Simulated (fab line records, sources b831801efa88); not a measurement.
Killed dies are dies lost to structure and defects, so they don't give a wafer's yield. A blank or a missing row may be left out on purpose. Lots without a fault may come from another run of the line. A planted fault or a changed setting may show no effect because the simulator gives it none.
fab line records | flow sky130
record lots=5 wafers=15 last_day=49
route steps=708 shown GATE_OXIDE@193 POLY_GATE@204 RES_PROTECT@206
lots that met no fault: from a run of the same line without faults
start_h: hours from the record's first day to the start of the lot's first wafer shown | wait_h: hours since the lot's step before | " the same as in the row above | L1.1+2: a row that stands for several wafers | - no value, or no start given | * or withheld: withheld | < > ~ a bound
route shown NAME@n: a module of which the file shows steps, and the number in the route of the first | usual: mean/standard deviation of fault-free wafers | same: alike in all rows | chamber/n: place in a boat | sites: the reading at each site | _std_site: their standard deviation | _edge_site: outer sites' mean less inner sites' | radius_mm: how far each site lies from the wafer's centre | mask NAME#n: copy n | behind: the tool/chamber that last shaped the wafer | hold: why the lot was held/for how many hours/how that ended | device: the transistor (n, p or np) that didn't switch | end of line: the same wafers' tests at the end of the route | a step without rows: its recipe alone | killed: dies lost to structure and defects at the first sort, not the wafer's yield | map: a wafer's dies, x killed, . not, _ none there
set.NAME: the setting as run; set.NAME@STEP: as run at that earlier step | model.NAME: the simulator's own value behind a step, which no gauge read
lots at some steps of the route; a table a step, a row a wafer
services: from which hour (start_h, from the record's first day; less than 0 if before it) a tool's chamber was out of use, for how many hours, and why
## steps
# step SKY_GATE_OXIDE_SOFTBAKE_06
# recipe temp_c=90 time_s=60 resist=NOVOLAK
# columns lot.wafer tool chamber start_h wait_h
L074.1+4+6 litho_track-01 0 292.04 0.1
L082.1+2+6 litho_track-03 0 355.73 0.1
L086.3+4+5 litho_track-01 0 398.19 0.1
L087.1+4+6 litho_track-01 0 444.79 0.1
L093.1+5+6 litho_track-03 0 455.03 0.1
# step SKY_GATE_OXIDE_EXPOSE_07
# recipe mask_id=LVOM na=0.6 source_shape=conventional sigma_outer=0.6 polarization=unpolarized target_cd_nm=600 dose_mj=170
# columns lot.wafer tool chamber start_h wait_h mask
L074.1+4+6 iline_stepper-02 0 - - LVOM#0
L082.1+2+6 iline_stepper-02 0 - - LVOM#0
L086.3+4+5 iline_stepper-02 0 - - LVOM#0
L087.1+4+6 iline_stepper-01 0 - - LVOM#0
L093.1+5+6 iline_stepper-01 0 - - LVOM#0
# step SKY_GATE_OXIDE_PEB_08
# recipe temp_c=withheld time_s=* resist=NOVOLAK
# columns lot.wafer tool chamber start_h wait_h
L074.1+4+6 litho_track-02 0 - -
L082.1+2+6 litho_track-03 0 - -
L086.3+4+5 litho_track-01 0 - -
L087.1+4+6 litho_track-02 0 - -
L093.1+5+6 litho_track-01 0 - -
# step SKY_GATE_OXIDE_DEVELOP_09
# recipe resist=NOVOLAK developer=TMAH develop_time_s=60 dev_temp_c=23
# columns lot.wafer tool chamber start_h wait_h
L074.1+4+6 litho_track-02 0 304.55 0.1
L082.1+2+6 litho_track-03 0 369.28 0.1
L086.3+4+5 litho_track-01 0 413.59 0.1
L087.1+4+6 litho_track-02 0 460.20 0.1
L093.1+5+6 litho_track-01 0 470.09 0.1
# step SKY_GATE_OXIDE_OVL_MEAS_10
# usual GATE_OXIDE_OVL=-0.7/1.3
# columns lot.wafer tool chamber start_h wait_h GATE_OXIDE_OVL[nm]
L074.1 overlay-01 - 304.70 0.1 -0.6
L074.4 " - " " 1.3
L074.6 " - " " 0.2
L082.1 overlay-02 - 369.43 0.1 -2.5
L082.2 " - " " -3.0
L082.6 " - " " 0.4
L086.3 overlay-02 - 413.70 0.1 -2.3
L086.4 " - " " -2.3
L086.5 " - " " -3.4
L087.1 overlay-01 - 460.35 0.1 -0.6
L087.4 " - " " -0.9
L087.6 " - " " -1.7
L093.1 overlay-02 - 470.24 0.1 0.9
L093.5 " - " " 0.2
L093.6 " - " " 0.1
# step SKY_GATE_OXIDE_IMPLANT_11
# recipe species=B energy_kev=10 dose_cm2=2.6e+12 tilt_deg=withheld
# usual beam_energy_keV=10.000/0.003
# columns lot.wafer tool chamber start_h wait_h beam_energy_keV
L074.1 implanter-01 0 304.74 0.0 10.000
L074.4 " 0 " " 10.002
L074.6 " 0 " " 10.000
L082.1 implanter-02 0 369.47 0.0 9.997
L082.2 " 0 " " 9.994
L082.6 " 0 " " 10.001
L086.3 implanter-02 0 413.77 0.1 10.001
L086.4 " 0 " " 10.001
L086.5 " 0 " " 10.002
L087.1 implanter-01 0 460.39 0.0 10.001
L087.4 " 0 " " 10.005
L087.6 " 0 " " 10.008
L093.1 implanter-04 0 470.27 0.0 9.995
L093.5 " 0 " " 9.997
L093.6 " 0 " " 9.997
# step SKY_GATE_OXIDE_WET_ETCH_12
# recipe chemistry=dHF target_depth_nm=16.8 dry=n2_spin target=SiO2 dilution=100:1 temp_c=25 time_s=336
# columns lot.wafer tool chamber start_h wait_h
L074.1+4+6 wet_bench-02 3 304.89 0.1
L082.1+2+6 wet_bench-02 3 369.62 0.1
L086.3+4+5 wet_bench-03 2 413.87 0.1
L087.1+4+6 wet_bench-01 1 460.54 0.1
L093.1+5+6 wet_bench-03 1 470.42 0.1
# step SKY_GATE_OXIDE_STRIP_13
# recipe chemistry=O2/N2 power_w=1400 pressure_mtorr=1500 platen_temp_c=withheld o2_flow_sccm=3000 n2_flow_sccm=300 overash_fraction=0.5
# usual drypump_motor_current_A=6.0/0.51 o2_flow_sccm=3001/7.8 oes_product_au=0.716/0.0048 strip_time_to_endpoint_s=14.19/0.039
# columns lot.wafer tool chamber start_h wait_h drypump_motor_current_A o2_flow_sccm oes_product_au rf_hours_counter_h strip_time_to_endpoint_s
L074.1 plasma_asher-02 0 305.00 0.0 5.0 2988 0.711 17 14.19
L074.4 " 1 " " 6.2 3007 0.709 - 14.22
L074.6 " 1 " " 6.2 3010 0.712 - 14.18
L082.1 plasma_asher-04 1 369.72 0.0 6.2 3008 0.713 68 14.25
L082.2 " 0 " " 6.3 2995 0.715 68 14.20
L082.6 " 0 " " 6.2 2996 0.717 - 14.25
L086.3 plasma_asher-02 0 414.01 0.0 5.0 3016 0.711 - 14.21
L086.4 " 1 " " 6.2 2991 0.720 - 14.15
L086.5 " 1 " " 6.2 2992 0.721 - 14.18
L087.1 plasma_asher-03 1 460.66 0.0 5.9 3010 0.728 64 14.21
L087.4 " 1 " " 5.9 3002 0.716 - 14.21
L087.6 " 0 " " 6.5 2998 0.714 - 14.17
L093.1 plasma_asher-03 0 470.54 0.0 6.5 2995 0.712 65 14.14
L093.5 " 0 " " 6.5 3005 0.713 - 14.11
L093.6 " 1 " " 5.9 3007 0.720 - 14.16
# step SKY_GATE_OXIDE_TW_MEAS_14
# usual GATE_OXIDE_TW=223.0/2.5
# columns lot.wafer tool chamber start_h wait_h GATE_OXIDE_TW
L074.1 film_metro-04 - 305.10 0.1 227.0
L074.4 " - " " 226.2
L074.6 " - " " 226.6
L082.1 film_metro-04 - 369.82 0.1 227.1
L082.2 " - " " 225.1
L082.6 " - " " 228.2
L086.3 film_metro-03 - 414.10 0.1 223.6
L086.4 " - " " 223.7
L086.5 " - " " 222.8
L087.1 film_metro-04 - 460.76 0.1 223.8
L087.4 " - " " 223.4
L087.6 " - " " 223.8
L093.1 film_metro-03 - 470.64 0.1 221.3
L093.5 " - " " 223.2
L093.6 " - " " 222.6
# step SKY_GATE_OXIDE_CLEAN_15
# recipe chemistry=SC1/SC2 mix=1:4:20 temp_c=70 time_s=150 dry=n2_spin
# columns lot.wafer tool chamber start_h wait_h
L074.1+4+6 wet_bench-01 3 305.16 0.1
L082.1+2+6 wet_bench-01 1 369.88 0.1
L086.3+4+5 wet_bench-02 2 414.14 0.0
L087.1+4+6 wet_bench-01 3 460.82 0.1
L093.1+5+6 wet_bench-01 1 470.70 0.1
# step SKY_GATE_OXIDE_OXIDATION_16
# recipe temp_c=800 ambient=O2 idle_temp_c=700 ramp_up_c_per_min=10 ramp_down_c_per_min=3 stabilise_s=600 purge_s=300 target_thk_a=35.7 ox_time_s=1915
# usual tube_center_temp_C=800.01/0.081 zone_power_top_pct=33.7/0.33
# columns lot.wafer tool chamber start_h wait_h tube_center_temp_C zone_power_top_pct
L074.1 furnace-01 0 306.63 1.4 799.99 33.3
L074.4 " 0 " " 799.89 33.9
L074.6 " 0 " " 800.04 33.3
L082.1 furnace-02 0 369.93 0.0 800.07 34.1
L082.2 " 0 " " 799.98 34.3
L082.6 " 0 " " 799.96 34.0
L086.3 furnace-01 0 415.68 1.5 800.02 33.4
L086.4 " 0 " " 799.97 33.3
L086.5 " 0 " " 799.98 33.4
L087.1 furnace-01 0 461.23 0.3 799.98 33.6
L087.4 " 0 " " 800.13 34.1
L087.6 " 0 " " 800.07 33.7
L093.1 furnace-02 0 471.81 1.1 799.83 33.9
L093.5 " 0 " " 800.04 33.7
L093.6 " 0 " " 800.04 33.5
# step SKY_POLY_GATE_CVD_00
# recipe material=poly-Si target_thk_nm=180 temp_c=620 time_s=720 pressure_mtorr=200
# usual zone_power_top_pct=18.7/1.8
# columns lot.wafer tool chamber start_h wait_h zone_power_top_pct
L074.1 lpcvd-01 0 308.16 0.0 20.7
L074.4 " 0 " " 20.1
L074.6 " 0 " " 20.8
L082.1 lpcvd-01 1 377.21 5.7 16.7
L082.2 " 1 " " 16.7
L082.6 " 1 " " 16.7
L086.3 lpcvd-01 0 417.22 0.0 20.1
L086.4 " 0 " " 20.4
L086.5 " 0 " " 20.5
L087.1 lpcvd-01 1 462.76 0.0 16.5
L087.4 " 1 " " 16.9
L087.6 " 1 " " 16.8
L093.1 lpcvd-01 1 473.34 0.0 17.1
L093.5 " 1 " " 16.8
L093.6 " 1 " " 16.7
# step SKY_POLY_GATE_THK_MEAS_01
# recipe reads=poly-Si_of_POLY_GATE_CVD_00
# usual POLY_GATE_CVD_00_THK=179.2/1.6
# columns lot.wafer tool chamber start_h wait_h POLY_GATE_CVD_00_THK[nm]
L074.1 film_metro-04 - 309.36 0.0 180.7
L074.4 " - " " 181.6
L074.6 " - " " 179.1
L082.1 film_metro-04 - 378.41 0.0 179.9
L082.2 " - " " 179.3
L082.6 " - " " 179.6
L086.3 film_metro-03 - 418.44 0.0 180.6
L086.4 " - " " 181.4
L086.5 " - " " 182.3
L087.1 film_metro-03 - 464.02 0.1 177.1
L087.4 " - " " 177.7
L087.6 " - " " 176.4
L093.1 film_metro-04 - 474.54 0.0 177.6
L093.5 " - " " 176.5
L093.6 " - " " 176.9
# step SKY_RES_PROTECT_DEHYDRATE_00
# recipe temp_c=200 time_s=60
# columns lot.wafer tool chamber start_h wait_h
L074.1+4+6 litho_track-01 0 321.84 12.5
L082.1+2+6 litho_track-01 0 391.54 13.1
L086.3+4+5 litho_track-01 0 432.19 13.7
L087.1+4+6 litho_track-03 0 478.33 14.3
L093.1+5+6 litho_track-04 0 489.18 14.6
# step SKY_RES_PROTECT_HMDS_01
# recipe prime_time_s=60 prime_temp_c=120
# columns lot.wafer tool chamber start_h wait_h
L074.1+4+6 litho_track-01 0 321.99 0.1
L082.1+2+6 litho_track-01 0 391.69 0.1
L086.3+4+5 litho_track-01 0 432.34 0.1
L087.1+4+6 litho_track-03 0 478.48 0.1
L093.1+5+6 litho_track-04 0 489.33 0.1
# step SKY_RES_PROTECT_COAT_02
# recipe resist=NOVOLAK spin_rpm=3000 resist_thk_nm=1140
# columns lot.wafer tool chamber start_h wait_h
L074.1+4+6 litho_track-01 0 322.14 0.1
L082.1+2+6 litho_track-01 0 391.84 0.1
L086.3+4+5 litho_track-01 0 432.49 0.1
L087.1+4+6 litho_track-03 0 478.63 0.1
L093.1+5+6 litho_track-04 0 489.48 0.1
# step SKY_RES_PROTECT_SOFTBAKE_03
# recipe temp_c=90 time_s=60 resist=NOVOLAK
# columns lot.wafer tool chamber start_h wait_h
L074.1+4+6 litho_track-01 0 322.29 0.1
L082.1+2+6 litho_track-01 0 391.99 0.1
L086.3+4+5 litho_track-01 0 432.64 0.1
L087.1+4+6 litho_track-03 0 478.78 0.1
L093.1+5+6 litho_track-04 0 489.63 0.1
# step SKY_RES_PROTECT_EXPOSE_04
# recipe mask_id=RPM na=0.6 source_shape=conventional sigma_outer=0.6 polarization=unpolarized target_cd_nm=1270 dose_mj=131
# columns lot.wafer tool chamber start_h wait_h mask
L074.1+4+6 iline_stepper-01 0 - - RPM#0
L082.1+2+6 iline_stepper-01 0 - - RPM#0
L086.3+4+5 iline_stepper-01 0 - - RPM#0
L087.1+4+6 iline_stepper-01 0 - - RPM#0
L093.1+5+6 iline_stepper-02 0 - - RPM#0
# step SKY_RES_PROTECT_PEB_05
# recipe temp_c=withheld time_s=* resist=NOVOLAK
# columns lot.wafer tool chamber start_h wait_h
L074.1+4+6 litho_track-03 0 - -
L082.1+2+6 litho_track-03 0 - -
L086.3+4+5 litho_track-04 0 - -
L087.1+4+6 litho_track-04 0 - -
L093.1+5+6 litho_track-04 0 - -
# step SKY_RES_PROTECT_DEVELOP_06
# recipe resist=NOVOLAK developer=TMAH develop_time_s=60 dev_temp_c=23
# columns lot.wafer tool chamber start_h wait_h
L074.1+4+6 litho_track-03 0 335.08 0.1
L082.1+2+6 litho_track-03 0 405.48 0.1
L086.3+4+5 litho_track-04 0 448.53 0.1
L087.1+4+6 litho_track-04 0 494.48 0.1
L093.1+5+6 litho_track-04 0 504.78 0.1
# step SKY_POLY_GATE_IMPLANT_02
# recipe species=P energy_kev=29.63 dose_cm2=7.7e+15 tilt_deg=0
# usual beam_energy_keV=29.632/0.01
# columns lot.wafer tool chamber start_h wait_h beam_energy_keV
L074.1 implanter-03 0 335.23 0.1 29.638
L074.4 " 0 " " 29.646
L074.6 " 0 " " 29.651
L082.1 implanter-03 0 405.63 0.1 29.640
L082.2 " 0 " " 29.635
L082.6 " 0 " " 29.622
L086.3 implanter-01 0 448.68 0.1 29.631
L086.4 " 0 " " 29.630
L086.5 " 0 " " 29.621
L087.1 implanter-02 0 494.63 0.1 29.644
L087.4 " 0 " " 29.634
L087.6 " 0 " " 29.630
L093.1 implanter-03 0 504.93 0.1 29.626
L093.5 " 0 " " 29.624
L093.6 " 0 " " 29.636
# step SKY_RES_PROTECT_STRIP_07
# recipe chemistry=O2/N2 power_w=1400 pressure_mtorr=1500 platen_temp_c=withheld o2_flow_sccm=3000 n2_flow_sccm=300 overash_fraction=0.5
# usual drypump_motor_current_A=6.1/0.33 o2_flow_sccm=2999/9.7 oes_product_au=0.519/0.0048 strip_time_to_endpoint_s=23.18/0.045
# columns lot.wafer tool chamber start_h wait_h drypump_motor_current_A o2_flow_sccm oes_product_au rf_hours_counter_h strip_time_to_endpoint_s
L074.1 plasma_asher-04 1 335.38 0.1 6.2 3019 0.518 65 23.20
L074.4 " 1 " " 6.2 3016 0.513 - 23.20
L074.6 " 1 " " 6.2 3018 0.518 - 23.17
L082.1 plasma_asher-01 0 405.78 0.1 5.4 2996 0.524 71 23.20
L082.2 " 1 " " 5.9 3019 0.518 71 23.15
L082.6 " 0 " " 5.4 2983 0.527 - 23.25
L086.3 plasma_asher-04 1 448.81 0.1 6.2 3017 0.512 - 23.13
L086.4 " 0 " " 6.2 2994 0.517 - 23.16
L086.5 " 1 " " 6.2 3008 0.520 - 23.20
L087.1 plasma_asher-01 1 494.78 0.1 5.9 3006 0.522 81 23.19
L087.4 " 1 " " 5.9 3001 0.523 - 23.20
L087.6 " 1 " " 5.9 2995 0.516 - 23.21
L093.1 plasma_asher-01 0 505.08 0.1 5.4 3012 0.512 82 23.12
L093.5 " 0 " " 5.4 3011 0.516 - 23.15
L093.6 " 1 " " 5.9 2991 0.520 - 23.07
# step SKY_RES_PROTECT_TW_MEAS_08
# usual POLY_GATE_TW=4007/42
# columns lot.wafer tool chamber start_h wait_h POLY_GATE_TW
L074.1 film_metro-02 - 335.48 0.1 3974
L074.4 " - " " 3978
L074.6 " - " " 3970
L082.1 film_metro-01 - 405.88 0.1 3918
L082.2 " - " " 3946
L082.6 " - " " 3942
L086.3 film_metro-04 - 448.90 0.1 4066
L086.4 " - " " 4078
L086.5 " - " " 4053
L087.1 film_metro-04 - 494.88 0.1 4036
L087.4 " - " " 4037
L087.6 " - " " 4020
L093.1 film_metro-04 - 505.18 0.1 4069
L093.5 " - " " 4064
L093.6 " - " " 4061
# step SKY_RES_PROTECT_CLEAN_09
# recipe chemistry=SC1/SC2 mix=1:4:20 temp_c=70 time_s=150 dry=n2_spin
# columns lot.wafer tool chamber start_h wait_h
L074.1+4+6 wet_bench-03 2 335.54 0.1
L082.1+2+6 wet_bench-03 0 405.94 0.1
L086.3+4+5 wet_bench-04 2 448.94 0.0
L087.1+4+6 wet_bench-04 3 494.94 0.1
L093.1+5+6 wet_bench-03 2 505.24 0.1
# step SKY_POLY_GATE_CVD_03
# recipe material=Si3N4 precursor=DCS/NH3 target_thk_nm=75 temp_c=770 time_s=1290 pressure_mtorr=250
# usual zone_power_top_pct=27.7/0.77
# columns lot.wafer tool chamber start_h wait_h zone_power_top_pct
L074.1 lpcvd-02 1 335.59 0.0 28.1
L074.4 " 1 " " 28.3
L074.6 " 1 " " 27.8
L082.1 lpcvd-02 1 406.93 0.9 28.4
L082.2 " 1 " " 28.7
L082.6 " 1 " " 28.4
L086.3 lpcvd-02 1 448.99 0.0 27.8
L086.4 " 1 " " 28.4
L086.5 " 1 " " 28.2
L087.1 lpcvd-02 0 497.10 2.1 27.4
L087.4 " 0 " " 26.8
L087.6 " 0 " " 26.9
L093.1 lpcvd-02 1 505.29 0.0 28.2
L093.5 " 1 " " 28.2
L093.6 " 1 " " 28.7
# step SKY_POLY_GATE_THK_MEAS_04
# recipe reads=Si3N4_of_POLY_GATE_CVD_03
# usual POLY_GATE_CVD_03_THK=75.3/0.78
# columns lot.wafer tool chamber start_h wait_h POLY_GATE_CVD_03_THK[nm]
L074.1 film_metro-04 - 336.95 0.0 75.0
L074.4 " - " " 75.2
L074.6 " - " " 75.2
L082.1 film_metro-03 - 408.28 0.0 74.9
L082.2 " - " " 74.8
L082.6 " - " " 74.9
L086.3 film_metro-03 - 450.37 0.0 76.3
L086.4 " - " " 76.2
L086.5 " - " " 76.1
L087.1 film_metro-04 - 498.46 0.0 74.7
L087.4 " - " " 75.0
L087.6 " - " " 74.5
L093.1 film_metro-02 - 506.64 0.0 75.8
L093.5 " - " " 76.6
L093.6 " - " " 75.7
# step SKY_POLY_GATE_DEHYDRATE_05
# recipe temp_c=200 time_s=60
# columns lot.wafer tool chamber start_h wait_h
L074.1+4+6 litho_track-04 0 350.08 13.1
L082.1+2+6 litho_track-03 0 422.63 14.3
L086.3+4+5 litho_track-02 0 464.55 14.2
L087.1+4+6 litho_track-04 0 512.68 14.2
L093.1+5+6 litho_track-02 0 521.50 14.8
# step SKY_POLY_GATE_HMDS_06
# recipe prime_time_s=60 prime_temp_c=120
# columns lot.wafer tool chamber start_h wait_h
L074.1+4+6 litho_track-04 0 350.23 0.1
L082.1+2+6 litho_track-03 0 422.78 0.1
L086.3+4+5 litho_track-02 0 464.70 0.1
L087.1+4+6 litho_track-04 0 512.83 0.1
L093.1+5+6 litho_track-02 0 521.65 0.1
# step SKY_POLY_GATE_COAT_07
# recipe resist=BARC temp_c=withheld time_s=withheld spin_rpm=3000 resist_thk_nm=110
# columns lot.wafer tool chamber start_h wait_h
L074.1+4+6 litho_track-04 0 350.38 0.1
L082.1+2+6 litho_track-03 0 422.93 0.1
L086.3+4+5 litho_track-02 0 464.85 0.1
L087.1+4+6 litho_track-04 0 512.98 0.1
L093.1+5+6 litho_track-02 0 521.80 0.1
# step SKY_POLY_GATE_COAT_08
# recipe resist=KrF-thick spin_rpm=3000 resist_thk_nm=450
# columns lot.wafer tool chamber start_h wait_h
L074.1+4+6 litho_track-04 0 - -
L082.1+2+6 litho_track-03 0 - -
L086.3+4+5 litho_track-02 0 - -
L087.1+4+6 litho_track-04 0 - -
L093.1+5+6 litho_track-02 0 - -
# step SKY_POLY_GATE_SOFTBAKE_09
# recipe temp_c=100 time_s=90 resist=KrF-thick
# columns lot.wafer tool chamber start_h wait_h
L074.1+4+6 litho_track-04 0 - -
L082.1+2+6 litho_track-03 0 - -
L086.3+4+5 litho_track-02 0 - -
L087.1+4+6 litho_track-04 0 - -
L093.1+5+6 litho_track-02 0 - -
# step SKY_POLY_GATE_EXPOSE_10
# recipe mask_id=P1M na=0.68 source_shape=conventional sigma_outer=0.6 target_cd_nm=150 dose_mj=28
# columns lot.wafer tool chamber start_h wait_h mask
L074.1+4+6 krf_scanner-01 0 - - P1M#0
L082.1+2+6 krf_scanner-02 0 - - P1M#0
L086.3+4+5 krf_scanner-01 0 - - P1M#0
L087.1+4+6 krf_scanner-02 0 - - P1M#0
L093.1+5+6 krf_scanner-01 0 - - P1M#0
# step SKY_POLY_GATE_PEB_11
# recipe peb_temp_c=withheld peb_time_s=withheld resist=KrF-thick
# columns lot.wafer tool chamber start_h wait_h
L074.1+4+6 litho_track-03 0 - -
L082.1+2+6 litho_track-04 0 - -
L086.3+4+5 litho_track-03 0 - -
L087.1+4+6 litho_track-03 0 - -
L093.1+5+6 litho_track-04 0 - -
# step SKY_POLY_GATE_DEVELOP_12
# recipe develop_time_s=60 resist=KrF-thick dev_temp_c=21
# columns lot.wafer tool chamber start_h wait_h
L074.1+4+6 litho_track-03 0 - -
L082.1+2+6 litho_track-04 0 - -
L086.3+4+5 litho_track-03 0 - -
L087.1+4+6 litho_track-03 0 - -
L093.1+5+6 litho_track-04 0 - -
# step SKY_POLY_GATE_CD_MEAS_13
# recipe target_cd_nm=150
# usual cd_nm=149.7/1.1
# columns lot.wafer tool chamber start_h wait_h cd_nm
L074.1 cd_sem-02 - 364.83 - 149.1
L074.4 " - " " 149.7
L074.6 " - " " 148.6
L082.1 cd_sem-02 - 438.68 - 149.7
L082.2 " - " " 149.2
L082.6 " - " " 148.7
L086.3 cd_sem-02 - 480.87 - 151.2
L086.4 " - " " 150.9
L086.5 " - " " 150.7
L087.1 cd_sem-01 - 528.58 - 151.0
L087.4 " - " " 150.2
L087.6 " - " " 149.8
L093.1 cd_sem-02 - 536.93 - 149.2
L093.5 " - " " 149.3
L093.6 " - " " 149.8
# step SKY_POLY_GATE_OVL_MEAS_14
# usual POLY_GATE_OVL=1/4.6
# columns lot.wafer tool chamber start_h wait_h POLY_GATE_OVL[nm]
L074.1 overlay-02 - 364.95 0.1 3
L074.4 " - " " 5
L074.6 " - " " 4
L082.1 overlay-01 - 438.80 0.1 -5
L082.2 " - " " -3
L082.6 " - " " -5
L086.3 overlay-02 - 480.96 0.1 1
L086.4 " - " " -2
L086.5 " - " " 2
L087.1 overlay-02 - 528.70 0.1 7
L087.4 " - " " 6
L087.6 " - " " 7
L093.1 overlay-02 - 537.05 0.1 3
L093.5 " - " " -3
L093.6 " - " " 5
# step SKY_POLY_GATE_ETCH_15
# recipe chemistry=N2/H2 target=BARC ion_energy_ev=200 source_w=500 bias_w=97.63 pressure_mtorr=30 n2_flow_sccm=100 h2_flow_sccm=200 stop_on=SiO2 time_s=118.5 target_depth_a=1100
# usual drypump_motor_current_A=5.9/0.6 oes_product_au=0.717/0.0046 throttle_valve_pct=13.214/0.0095
# columns lot.wafer tool chamber start_h wait_h drypump_motor_current_A oes_product_au rf_hours_counter_h throttle_valve_pct
L074.1 rie_diel-04 3 364.99 0.0 6.0 0.707 86 13.211
L074.4 " 2 " " 6.9 0.714 95 13.203
L074.6 " 0 " " 5.8 0.711 - 13.207
L082.1 rie_diel-01 1 438.83 0.0 6.3 0.724 6 13.215
L082.2 " 3 " " 6.1 0.709 2 13.223
L082.6 " 1 " " 6.3 0.714 - 13.197
L086.3 rie_diel-03 3 480.99 0.0 5.2 0.715 24 13.205
L086.4 " 1 " " 6.2 0.710 44 13.201
L086.5 " 1 " " 6.2 0.710 - 13.219
L087.1 rie_diel-01 3 528.73 0.0 6.1 0.708 4 13.202
L087.4 " 0 " " 5.7 0.715 12 13.228
L087.6 " 3 " " 6.1 0.724 - 13.213
L093.1 rie_diel-04 1 537.08 0.0 5.5 0.718 23 13.207
L093.5 " 2 " " 6.9 0.718 - 13.211
L093.6 " 0 " " 5.9 0.727 - 13.227
# step SKY_POLY_GATE_ETCH_16
# recipe stop_on=poly-Si chemistry=CH3F/O2 target=Si3N4 source_w=400 bias_w=80 pressure_mtorr=25 ch3f_flow_sccm=40 O2_flow_sccm=30 time_s=147.5 target_depth_a=750
# usual drypump_motor_current_A=5.8/0.6 oes_product_au=0.641/0.0053 throttle_valve_pct=10.535/0.009
# columns lot.wafer tool chamber start_h wait_h drypump_motor_current_A oes_product_au rf_hours_counter_h throttle_valve_pct
L074.1 rie_diel-04 3 365.07 0.0 6.0 0.638 86 10.529
L074.4 " 2 " " 6.9 0.636 95 10.537
L074.6 " 0 " " 5.8 0.634 - 10.539
L082.1 rie_diel-01 1 438.91 0.0 6.3 0.639 6 10.524
L082.2 " 3 " " 6.1 0.646 2 10.524
L082.6 " 1 " " 6.3 0.637 - 10.525
L086.3 rie_diel-03 3 481.07 0.0 5.1 0.652 24 10.535
L086.4 " 1 " " 6.2 0.647 44 10.545
L086.5 " 1 " " 6.2 0.650 - 10.526
L087.1 rie_diel-01 3 528.82 0.0 6.1 0.644 4 10.538
L087.4 " 0 " " 5.7 0.647 12 10.533
L087.6 " 3 " " 6.1 0.649 - 10.535
L093.1 rie_diel-04 1 537.16 0.0 5.5 0.641 23 10.528
L093.5 " 2 " " 6.9 0.644 - 10.537
L093.6 " 0 " " 5.9 0.639 - 10.541
# step SKY_POLY_GATE_ETCH_17
# recipe target_depth_nm=180 stop_on=SiO2 over_etch_frac=0.56667 chemistry=HBr/Cl2 target=poly-Si icp_w=400 bias_w=100 pressure_mtorr=10 HBr_flow_sccm=150 Cl2_flow_sccm=50 time_s=70.5
# usual drypump_motor_current_A=5.7/0.49 mfc_cl2_sccm=49.99/0.13 oes_product_au=0.985/0.0063 throttle_valve_pct=33.684/0.0093
# columns lot.wafer tool chamber start_h wait_h drypump_motor_current_A mfc_cl2_sccm oes_product_au rf_hours_counter_h throttle_valve_pct
L074.1 rie_si-02 2 365.17 0.0 6.3 50.15 0.976 2 33.695
L074.4 " 1 " " 6.0 49.85 0.995 24 33.689
L074.6 " 2 " " 6.3 49.93 0.983 - 33.688
L082.1 rie_si-01 2 439.01 0.0 5.1 50.06 0.978 3 33.678
L082.2 " 1 " " 5.9 49.92 0.986 1 33.686
L082.6 " 2 " " 5.1 49.81 0.978 - 33.668
L086.3 rie_si-01 2 481.17 0.0 5.2 50.11 0.993 3 33.679
L086.4 " 1 " " 5.9 49.91 0.991 1 33.683
L086.5 " 0 " " 6.5 50.08 0.993 - 33.678
L087.1 rie_si-01 0 528.92 0.0 6.5 50.04 0.973 48 33.689
L087.4 " 2 " " 5.1 50.06 0.979 - 33.681
L087.6 " 0 " " 6.5 50.01 0.983 - 33.682
L093.1 rie_si-02 1 537.26 0.0 6.0 49.81 0.983 25 33.678
L093.5 " 0 " " 5.3 50.08 0.979 - 33.685
L093.6 " 1 " " 6.0 49.85 0.982 - 33.694
# step SKY_POLY_GATE_STRIP_18
# recipe chemistry=O2/N2 power_w=1400 pressure_mtorr=1500 platen_temp_c=withheld o2_flow_sccm=3000 n2_flow_sccm=300 overash_fraction=0.5
# usual drypump_motor_current_A=5.8/0.51 o2_flow_sccm=2999/8.1 oes_product_au=0.361/0.0046 strip_time_to_endpoint_s=3.182/0.028
# columns lot.wafer tool chamber start_h wait_h drypump_motor_current_A o2_flow_sccm oes_product_au rf_hours_counter_h strip_time_to_endpoint_s
L074.1 plasma_asher-02 1 365.22 0.0 6.2 2983 0.367 22 3.199
L074.4 " 0 " " 5.0 2999 0.363 - 3.201
L074.6 " 0 " " 4.9 3000 0.371 - 3.231
L082.1 plasma_asher-01 1 439.07 0.0 5.9 3013 0.355 75 3.174
L082.2 " 0 " " 5.4 2992 0.357 75 3.159
L082.6 " 0 " " 5.4 3000 0.350 - 3.193
L086.3 plasma_asher-03 1 481.26 0.1 5.9 2991 0.361 - 3.175
L086.4 " 0 " " 6.5 2994 0.363 - 3.158
L086.5 " 1 " " 5.9 2984 0.361 - 3.168
L087.1 plasma_asher-01 1 528.97 0.0 5.9 2994 0.359 84 3.156
L087.4 " 1 " " 5.9 2999 0.359 - 3.188
L087.6 " 0 " " 5.4 3011 0.361 - 3.144
L093.1 plasma_asher-01 0 537.32 0.0 5.4 2990 0.354 85 3.105
L093.5 " 1 " " 6.0 3008 0.359 - 3.184
L093.6 " 0 " " 5.4 2998 0.358 - 3.159
# step SKY_POLY_GATE_CLEAN_19
# recipe chemistry=SC1/SC2 mix=1:4:20 temp_c=70 time_s=150 dry=n2_spin
# columns lot.wafer tool chamber start_h wait_h
L074.1+4+6 wet_bench-04 3 365.32 0.1
L082.1+2+6 wet_bench-03 1 439.17 0.1
L086.3+4+5 wet_bench-04 2 481.32 0.0
L087.1+4+6 wet_bench-04 0 529.07 0.1
L093.1+5+6 wet_bench-04 3 537.42 0.1
## services
# columns tool chamber start_h hours kind
rie_diel-01 2 271.89 4.9 repair
rie_diel-01 - 276.10 0.6 repair
iline_stepper-02 - 295.30 28.9 pm
rie_diel-01 3 301.62 5.6 repair
iline_stepper-02 - 325.97 7.2 repair
wet_bench-01 - 350.00 3.6 repair
rie_diel-04 - 368.71 15.6 pm
wet_bench-03 - 368.98 1.9 pm
lpcvd-01 - 371.10 6.1 pm
rie_diel-01 3 373.32 11.0 repair
iline_stepper-01 - 383.96 1.7 pm
rie_diel-01 1 397.25 1.7 repair
rie_diel-04 2 399.09 23.4 repair
lpcvd-01 - 400.14 0.6 repair
iline_stepper-01 - 402.49 2.6 repair
lpcvd-02 - 414.30 2.8 pm
rie_diel-04 - 453.15 4.0 pm
plasma_asher-01 - 458.54 4.7 repair
iline_stepper-02 - 477.64 4.4 pm
rie_diel-04 3 481.43 9.0 repair
plasma_asher-01 - 505.72 2.1 repair
iline_stepper-01 - 521.61 1.6 repair
lpcvd-02 - 522.61 28.1 pm
lpcvd-01 - 526.96 2.3 repair
## key
fault none
